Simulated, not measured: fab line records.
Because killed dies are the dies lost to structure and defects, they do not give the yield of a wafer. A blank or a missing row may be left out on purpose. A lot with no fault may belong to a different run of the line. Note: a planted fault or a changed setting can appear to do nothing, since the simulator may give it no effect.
Which tool is to blame? -- flow gf180mcu -- Sampling: 7 lots, 21 wafers, 3 of 602 route steps

WHAT THE GAUGES READ, wafer by wafer
GF_M5_CD_MEAS_07: target cd 280 nm.
lot,measured,on,cdNm (nm)
L644,day 26 23:38,cdSem-02,- - -
L646,day 27 10:14,cdSem-02,- - -
L654,day 30 03:49,cdSem-01,280.2 279.8 281.2
L656,day 30 14:41,cdSem-01,281.3 282.9 281.3
L659,day 31 12:31,cdSem-01,280.3 279.2 280.5
L661,day 31 19:46,cdSem-02,280.5 280.0 281.6
L663,day 32 08:34,cdSem-01,279.1 277.8 279.2

EACH LOT AND THE TOOL THAT RAN IT (in order: tool; ch and the chambers of the sampled wafers; start)
lot,GF_V4_CVD_02,GF_M5_DEVELOP_06
L644,"pecvd-01 ch 0,1,2, day 24 06:00","lithoTrack-01, day 26 23:29"
L646,"pecvd-01 ch 0,1,2, day 24 17:52","lithoTrack-03, day 27 10:05"
L654,"pecvd-01 ch 0,1,2, day 27 14:32","lithoTrack-02 ch 0, day 30 03:40"
L656,"pecvd-02 ch 0,2, day 28 04:02","lithoTrack-03 ch 0, day 30 14:32"
L659,"pecvd-04 ch 0,1, day 29 03:09","lithoTrack-02 ch 0, day 31 12:22"
L661,"pecvd-01 ch 0,1, day 29 10:57","lithoTrack-03 ch 0, day 31 19:37"
L663,"pecvd-02 ch 0,2, day 30 01:01","lithoTrack-02 ch 0, day 32 08:25"
- GF_V4_CVD_02: deposits SiO2 from TEOS, target thk 850 nm, time 94.851 s.
- GF_M5_DEVELOP_06: develop time 60 s.

THE ANSWER, worked out from the rows above alone
Rule: usual is defined by the lots themselves. The widest of any qualifying gaps counts: lots, ordered by their means at a reading, are off when they make up no more than a third of the lots, leave a main group of 4 or more, and stand apart from it by 3 or more times the standard deviation of that group's means. A main group whose means are all the same, to the digits that the tables above print for the reading, isn't used. Also off: a lot with no number at a reading for which 4 or more lots have one. The other lots that the step has rows for count as sound.
Off: L644, L646, at GF_M5_CD_MEAS_07 (cdNm). Without a number there: L644, L646. The main group: mean 280.3 nm, standard deviation 1.
A tool fits if, at a process step before that reading, it ran every lot that is off, and no sound lot after the first of them. Those tools and the gauges at GF_M5_CD_MEAS_07 are tried in the same way. No candidate that was tried fits.

WHAT THE SIMULATOR HAD INSERTED
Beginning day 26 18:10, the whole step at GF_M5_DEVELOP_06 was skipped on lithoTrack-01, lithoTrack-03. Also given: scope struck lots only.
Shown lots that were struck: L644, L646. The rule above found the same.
